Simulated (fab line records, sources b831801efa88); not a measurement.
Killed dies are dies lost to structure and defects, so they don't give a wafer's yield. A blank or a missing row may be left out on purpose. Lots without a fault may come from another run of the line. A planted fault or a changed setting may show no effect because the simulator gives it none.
Which tool did it? | flow sky130 | 14 lots, 42 wafers sampled, at 1 step of a route of 708

WHAT THE GAUGES READ, wafer by wafer
SKY_METAL3_CD_MEAS_13: target cd 300 nm.
lot  | measured     | on        | cd_nm (nm)
L803 | day 38 07:18 | cd_sem-01 | 300.2 301.0 301.7
L804 | day 39 11:55 | cd_sem-02 | 299.1 297.8 298.7
L806 | day 39 12:55 | cd_sem-02 | 300.6 300.8 300.0
L808 | day 40 00:11 | cd_sem-01 | 298.7 298.8 296.9
L809 | day 40 08:00 | cd_sem-02 | 300.3 301.2 300.0
L815 | day 42 03:50 | cd_sem-02 | 300.4 299.3 299.3
L817 | day 43 18:51 | cd_sem-02 | 301.3 300.9 301.5
L816 | day 43 21:01 | cd_sem-01 | 301.7 300.2 301.7
L821 | day 43 22:59 | cd_sem-01 | 301.1 298.6 299.6
L820 | day 44 00:32 | cd_sem-02 | 301.4 300.6 300.8
L823 | day 44 08:53 | cd_sem-01 | 300.4 302.4 300.5
L825 | day 45 09:17 | cd_sem-02 | 300.4 299.6 298.5
L824 | day 45 11:41 | cd_sem-02 | 296.3 297.0 296.2
L826 | day 45 12:48 | cd_sem-02 | 301.3 301.0 300.8

WHICH TOOL RAN EACH LOT (tool, then ch and the chambers of the sampled wafers, then the start)
The record holds no process step before these readings.

WHAT THE TOOLS THEMSELVES READ (means of the sampled wafers that have a number; where no wafer has one, the mark that the record gives instead)
The record holds no such reading with a usual standard deviation.

THE ANSWER, worked out from the rows above alone
Rule: what is usual is taken from the lots themselves. Put in order of their means at a reading, lots are off if they are a third of the lots or fewer, leave a main group of 4 or more, and stand apart from it by a gap of 3 or more times the standard deviation of the main group's means; of several such gaps the widest counts. A main group whose means are all the same, to the digits that the tables above print for the reading, isn't used. A lot without any number at a reading at which 4 lots or more have one is off too. The other lots that the step has rows for count as sound. The gauges are gone through in route order, then the tools' own readings, and for those a lot's mean is taken as printed above. The first step at which some lot is off is used, and at that step the reading that is off furthest; a lot without a number counts as furthest.
No lot is off at any reading shown: from this, nothing can be told.

WHAT THE SIMULATOR HAD PUT IN
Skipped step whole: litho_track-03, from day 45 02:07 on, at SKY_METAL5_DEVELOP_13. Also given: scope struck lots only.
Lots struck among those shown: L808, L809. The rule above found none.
